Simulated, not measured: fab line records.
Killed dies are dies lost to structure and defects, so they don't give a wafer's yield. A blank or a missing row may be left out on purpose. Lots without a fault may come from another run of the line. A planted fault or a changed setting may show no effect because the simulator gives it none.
A lot that was struck, set against a sound lot / flow sfq line / 42 out of 325 route steps
Sound: these wafers, L256.2, L256.3, L256.4. Struck: wafers L258.5, L258.6. (L258.2 of the same lot was not struck and is left out.) The cause comes at the end.
Each step with rows lists, per side, the tool, then ch with its chambers, then its first start. Under that, the readings that differ: sound wafers / struck wafers / difference of the means / sigmas: that difference in standard deviations of wafers without a fault.
alike: same words and numbers on both sides, and readings whose means sit less than 2 such deviations apart. not compared: any withheld reading, any reading some wafer has no value for, any bound like >300 that may hide the same value, and any number with overlapping values for which the record gives no deviation.
A row with sigmas, a row that says differs or no value, or rows on one side alone: a step with any of these is where the two part. Non-overlapping numbers with no deviation appear without sigmas and do not part them. Lack of a reading on every wafer of one side parts them only where that side has two or more wafers.

first, 6 steps without rows for these wafers: SFQ_TRILAYER_M3_LITHO_COAT_080 (resist thk 62 nm); SFQ_TRILAYER_M3_LITHO_COAT_075 (resist thk 600 nm); SFQ_TRILAYER_M3_LITHO_SOFTBAKE_079; SFQ_TRILAYER_M3_LITHO_EXPOSE_076 (exposes mask M3, target cd 500 nm); SFQ_TRILAYER_M3_LITHO_PEB_078 (peb time 60 s); SFQ_TRILAYER_M3_LITHO_DEVELOP_077 (time 60 s).
SFQ_M3_OVL_MEAS_921:
  sound: overlay-01 at day 45 09:36; struck: overlay-02 at day 46 08:24
  alike: M3_OVL
then, 4 steps without rows for these wafers: SFQ_TRILAYER_M3_BARC_OPEN_METAL_ETCH_100 (etches BARC in O2, target depth 125 nm, time 41.7 s); SFQ_TRILAYER_M3_ETCH_METAL_ETCH_078 (etches Nb in Cl2/Ar, stops on SiO2, target depth 240 nm, time 120 s); SFQ_TRILAYER_M3_STRIP_STRIP_079 (strips in O2); SFQ_TRILAYER_M3_STRIP_SOLV_CLEAN_080 (cleans in NMP, time 600 s).
SFQ_TRILAYER_I3_DEP_PECVD_081: deposits SiO2 from SiH4/N2O, time 111.11 s, target thk 500 nm.
  sound on pecvd-04 ch 1,2, day 45 11:22; struck on pecvd-04 ch 1,2, day 46 09:24
  alike: heater power w, throttle valve pct
SFQ_TRILAYER_I3_CMP_CMP_082: polishes SiO2.
  sound on cmp-01 ch 0,1,3, day 45 11:27; struck on cmp-01 ch 2,3, day 46 16:27
reading=time to endpoint s (s); sound=206 207 217; struck=299 296; difference=+88; sigmas=+13
reading=model.SiO2_of_TRILAYER_I3_DEP_PECVD_081.thk nm (nm); sound=199.5 198.9 201.2; struck=311.4 311.1; difference=+111.4; sigmas=
  alike: motor current A
SFQ_I3_BOW_MEAS_922:
  sound: film metro-04 at day 45 14:28; struck: film metro-01 at day 46 18:47
reading=I3_BOW (um); sound=12 1 10; struck=- -; difference=no value on the struck wafers; sigmas=
SFQ_TRILAYER_I3_METRO_MEASURE_083:
  sound: film metro-04 at day 45 14:46; struck: film metro-01 at day 47 01:30
reading=thk nm (nm); sound=199.5 198.9 201.1; struck=311.4 311.0; difference=+111.4; sigmas=+99 or more
then, 6 steps without rows for these wafers: SFQ_TRILAYER_I3_VIA_LITHO_COAT_090 (resist thk 62 nm); SFQ_TRILAYER_I3_VIA_LITHO_COAT_085 (resist thk 650 nm); SFQ_TRILAYER_I3_VIA_LITHO_SOFTBAKE_089; SFQ_TRILAYER_I3_VIA_LITHO_EXPOSE_086 (exposes mask I3, target cd 500 nm); SFQ_TRILAYER_I3_VIA_LITHO_PEB_088 (peb time 60 s); SFQ_TRILAYER_I3_VIA_LITHO_DEVELOP_087 (time 60 s).
SFQ_I3_OVL_MEAS_923:
  sound: overlay-01 at day 45 18:04; struck: overlay-01 at day 47 11:39
  alike: I3_OVL
SFQ_TRILAYER_I3_VIA_BARC_OPEN_VIA_ETCH_121: etches BARC in O2, target depth 125 nm, time 41.7 s.
  sound on rie diel-01 ch 0,1,2, day 45 18:06; struck on rie diel-04 ch 0,1, day 47 11:41
reading=rf hours counter h (h); sound=14 13 1; struck=- -; difference=no value on the struck wafers; sigmas=
  alike: chamber pressure mTorr, drypump motor current A, oes product au
SFQ_TRILAYER_I3_VIA_ETCH_VIA_ETCH_088: etches SiO2 in CHF3, stops on Nb, target depth 260 nm.
  sound on rie diel-01 ch 0,1,2, day 45 18:08; struck on rie diel-04 ch 0,1, day 47 11:43
reading=oes product au (a.u.); sound=0.856 0.854 0.855; struck=1.003 0.993; difference=+0.143; sigmas=+26
reading=model.I3.feature depth nm (nm); sound=199.5 198.9 201.2; struck=259.7 254.5; difference=+57.2; sigmas=
reading=model.etch.depth nm (nm); sound=199.5 198.9 201.2; struck=259.7 254.5; difference=+57.2; sigmas=
  alike: chamber pressure mTorr, drypump motor current A
SFQ_TRILAYER_I3_VIA_STRIP_STRIP_089: strips in O2.
  sound on rie metal-04 ch 0,1, day 45 18:15; struck on rie metal-02 ch 1, day 47 12:02
  alike: chamber pressure mTorr, drypump motor current A, oes product au
  not compared: rf hours counter h
then, 1 step without rows for these wafers: SFQ_TRILAYER_I3_VIA_STRIP_SOLV_CLEAN_090 (cleans in NMP, time 600 s).
SFQ_TRILAYER_M4_DEP_PRE_CLEAN_092: time 22.5 s.
  sound: pvd sputter-03 at day 45 19:01; struck: pvd sputter-04 at day 47 13:13
reading=model.SiO2_of_TRILAYER_I3_DEP_PECVD_081.thk nm (nm); sound=192 191.4 193.7; struck=303.9 303.6; difference=+111.4; sigmas=
SFQ_TRILAYER_M4_DEP_SPUTTER_091: material Nb, target thk 200 nm, time 133.3 s.
  sound: pvd sputter-03 at day 45 19:03; struck: pvd sputter-04 at day 47 13:15
  alike: throttle valve pct
SFQ_M4_RS_MEAS_924: measures by four-point-probe.
  sound: film metro-03 at day 45 19:10; struck: film metro-01 at day 47 13:22
  alike: M4_NB_RS
then, 6 steps without rows for these wafers: SFQ_TRILAYER_M4_LITHO_COAT_098 (resist thk 62 nm); SFQ_TRILAYER_M4_LITHO_COAT_093 (resist thk 600 nm); SFQ_TRILAYER_M4_LITHO_SOFTBAKE_097; SFQ_TRILAYER_M4_LITHO_EXPOSE_094 (exposes mask M4, target cd 500 nm); SFQ_TRILAYER_M4_LITHO_PEB_096 (peb time 60 s); SFQ_TRILAYER_M4_LITHO_DEVELOP_095 (time 60 s).
SFQ_M4_OVL_MEAS_926:
  sound: overlay-02 at day 45 21:35; struck: overlay-01 at day 47 16:19
  alike: M4_OVL
then, 4 steps without rows for these wafers: SFQ_TRILAYER_M4_BARC_OPEN_METAL_ETCH_123 (etches BARC in O2, target depth 125 nm, time 41.7 s); SFQ_TRILAYER_M4_ETCH_METAL_ETCH_096 (etches Nb in Cl2/Ar, stops on SiO2, target depth 240 nm, time 120 s); SFQ_TRILAYER_M4_STRIP_STRIP_097 (strips in O2); SFQ_TRILAYER_M4_STRIP_SOLV_CLEAN_098 (cleans in NMP, time 600 s).
SFQ_TRILAYER_I4_DEP_PECVD_099: deposits SiO2 from SiH4/N2O, time 111.11 s, target thk 500 nm.
  sound on pecvd-03 ch 1,2, day 45 22:34; struck on pecvd-04 ch 0,1, day 47 17:25
  alike: heater power w, throttle valve pct
-- the record jumps here: 38 days lie between the struck wafers' starts before and after --
SFQ_M8_BOW_MEAS_951:
  sound: film metro-03 at day 85 03:52; struck: film metro-04 at day 85 09:52
reading=M8_BOW (um); sound=26 14 23; struck=-5 11; difference=-18; sigmas=-2
reading=model.etest.i3.link ohm; sound=2.005 1.982 1.983; struck=1e+06 1e+06; difference=+1e+06; sigmas=

== WHERE THEY PART ==
Last at SFQ_M8_BOW_MEAS_951 as far as this record goes, first at SFQ_TRILAYER_I3_CMP_CMP_082.

WHY: what had been put in by the simulator
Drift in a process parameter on cmp-01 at SFQ_TRILAYER_I3_CMP_CMP_082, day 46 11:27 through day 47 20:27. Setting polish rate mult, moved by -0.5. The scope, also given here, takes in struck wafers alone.
